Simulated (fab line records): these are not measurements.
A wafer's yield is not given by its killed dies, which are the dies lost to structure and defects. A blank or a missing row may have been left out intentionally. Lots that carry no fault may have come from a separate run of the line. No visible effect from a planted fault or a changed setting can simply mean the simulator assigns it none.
Split-lot trial | flow sfq line | on a route of 325 steps: 5 lots, 23 wafers read

THE SPLIT
At SFQ_TRILAYER_M0_LITHO_EXPOSE_022 (exposes mask M0, target cd 500 nm), the setting dose mj was moved away from the recipe's 14.4 on 7 of the 23 wafers read, by -3.5% to +6.5%. For the rest of the wafers, this setting stayed at what the recipe calls for.

FROM THE SPLIT TO THE READING: what the file shows between them, 2 steps
- SFQ_TRILAYER_M0_LITHO_PEB_024: peb time 60 s
- SFQ_TRILAYER_M0_LITHO_DEVELOP_023: time 60 s

THE READING
M0.cd nm (the simulator's own value, which no gauge read), in nm, at SFQ_TRILAYER_M0_BARC_OPEN_METAL_ETCH_031 (etches BARC in O2, target depth 125 nm, time 41.7 s). No usual value for it is given in the file. Across the 16 wafers here that went through the recipe, the average is 500.0 nm and the standard deviation 1.1 nm.

wafer  | tool, chamber at the split | dose mj as run | against the recipe | M0.cd nm, nm | against lot-mates on the recipe
L075.1 | krf scanner-01, 0          | 14.4           | recipe             | 499.5        | -
L075.3 | krf scanner-01, 0          | 15.33          | +6.5%              | 489.4        | -10.0
L075.4 | krf scanner-01, 0          | 15.33          | +6.5%              | 488.8        | -10.6
L075.5 | krf scanner-01, 0          | 15.33          | +6.5%              | 489.3        | -10.1
L075.6 | krf scanner-01, 0          | 14.4           | recipe             | 499.3        | -
L079.1 | krf scanner-02, 0          | 14.4           | recipe             | 499.3        | -
L079.4 | krf scanner-02, 0          | 14.4           | recipe             | 501.5        | -
L079.6 | krf scanner-02, 0          | 14.4           | recipe             | 498.2        | -
L080.1 | krf scanner-02, 0          | 14.4           | recipe             | 501.8        | -
L080.3 | krf scanner-02, 0          | 14.4           | recipe             | 501          | -
L080.4 | krf scanner-02, 0          | 14.4           | recipe             | 499.4        | -
L080.5 | krf scanner-02, 0          | 15.04          | +4.4%              | 493.7        | -7.0
L080.6 | krf scanner-02, 0          | 15.04          | +4.4%              | 492.6        | -8.1
L081.1 | krf scanner-02, 0          | 14.4           | recipe             | 500.1        | -
L081.2 | krf scanner-02, 0          | 13.9           | -3.5%              | 504.9        | +5.8
L081.3 | krf scanner-02, 0          | 14.4           | recipe             | 499.1        | -
L081.4 | krf scanner-02, 0          | 14.4           | recipe             | 498.1        | -
L081.6 | krf scanner-02, 0          | 13.9           | -3.5%              | 504.1        | +5.0
L085.2 | krf scanner-01, 0          | 14.4           | recipe             | 500.2        | -
L085.3 | krf scanner-01, 0          | 14.4           | recipe             | 500.7        | -
L085.4 | krf scanner-01, 0          | 14.4           | recipe             | 499.9        | -
L085.5 | krf scanner-01, 0          | 14.4           | recipe             | 501.8        | -
L085.6 | krf scanner-01, 0          | 14.4           | recipe             | 499.7        | -

FIT RESULTS
A straight line over all 23 wafers: M0.cd nm changes by -1.58 nm for each +1% of dose mj; r = -0.97; the points scatter about the line by 1.1 nm.
The same after taking each lot's own level away (the mean of its wafers on the recipe; 23 wafers): -1.6 nm for each +1%; r = -0.98; scatter 0.85 nm.
On that fit, the largest move of dose mj shifts the reading by 10 nm.
From 499.10 to 500.73 nm: that is the span of the lots' own levels, equal to 1.5 times the standard deviation above.
Hence the lot-to-lot level has little effect on the slope; both slopes agree.
Check: for one of the wafers moved furthest among these (+6.5%), held out of the fit, the line's prediction against its lot-mates is -10.5 nm. It came out at -10 nm against them.

THESE WAFERS: OTHER SPLITS
These wafers also went through other splits before the reading. Each is held against what the fit with the lots' levels taken away leaves over:
other split on the same wafers                    | wafers away from the commonest value | r with M0.cd nm (lot level and that fit taken away)
SFQ_TRILAYER_INCOMING_OXIDATION_002 temp c        | 10                                   | +0.05
SFQ_TRILAYER_L0_LITHO_COAT_005 spin rpm           | 7                                    | -0.06
SFQ_TRILAYER_L0_BARC_OPEN_METAL_ETCH_010 icp w    | 7                                    | +0.00
SFQ_TRILAYER_L0_VIA_BARC_OPEN_VIA_ETCH_021 time s | 8                                    | -0.03
SFQ_TRILAYER_M0_LITHO_COAT_026 spin rpm           | 8                                    | +0.18

THE FILE'S OWN FIT
M0.cd nm changes by -1.61 nm for each +1% of dose mj, r = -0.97.
